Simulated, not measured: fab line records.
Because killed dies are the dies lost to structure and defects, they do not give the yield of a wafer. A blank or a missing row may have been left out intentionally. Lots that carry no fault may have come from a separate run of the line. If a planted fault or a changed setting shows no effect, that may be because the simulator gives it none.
Matching of chambers    flow gf180mcu    pecvd-01 running GF_V3_CVD_02: 3 sister chambers
The step deposits SiO2 from TEOS, target thk 850 nm, time 94.851 s. 18 wafers are shown with their chamber, then 9 later ones without.

## WAFERS WITH THEIR CHAMBER
wafer   chamber  heaterPowerW (W)
L076.1  1        734
L076.2  0        812
L076.3  2        491
L076.4  2        511
L076.5  1        576
L076.6  0        883
L078.2  0        887
L078.3  1        610
L078.5  0        703
L082.1  0        764
L082.4  0        825
L082.5  2        517
L087.3  2        424
L087.4  1        731
L087.6  0        711
L090.3  2        493
L090.4  0        788
L090.5  1        589

SIGNATURES (averages over the wafers above)
reading       chamber 0  chamber 1  chamber 2  scatter within a chamber
heaterPowerW  796.62     648.00     487.20     65.2
Rule: a wafer's distance from a chamber is the root of the sum, over the readings, of the square of ((its reading less the chamber's mean) divided by the reading's scatter). If the next closest chamber is less than 2 further off than the closest, the wafer can't be placed; otherwise it belongs to the closest. The scatter is the square root of a quotient: the sum, over the shown wafers, of each reading's squared deviation from its chamber's mean, divided by wafers minus chambers.

## WAFERS WHOSE CHAMBER IS MISSING
wafer   heaterPowerW (W)
L092.1  668
L092.2  789
L092.3  490
L092.4  828
L092.5  513
L092.6  697
L095.3  714
L095.5  516
L095.6  559

## EACH ONE'S CHAMBER
wafer   from the rows above      in truth
L092.1  can't be placed: 1 or 0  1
L092.2  0                        0
L092.3  2                        2
L092.4  0                        0
L092.5  can't be placed: 2 or 1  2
L092.6  can't be placed: 1 or 0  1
L095.3  can't be placed: 1 or 0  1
L095.5  can't be placed: 2 or 1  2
L095.6  can't be placed: 2 or 1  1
3 of 9 placed correctly. Not placeable from these rows: 6 (in 6, the candidates include the true chamber). 0 placed wrongly.
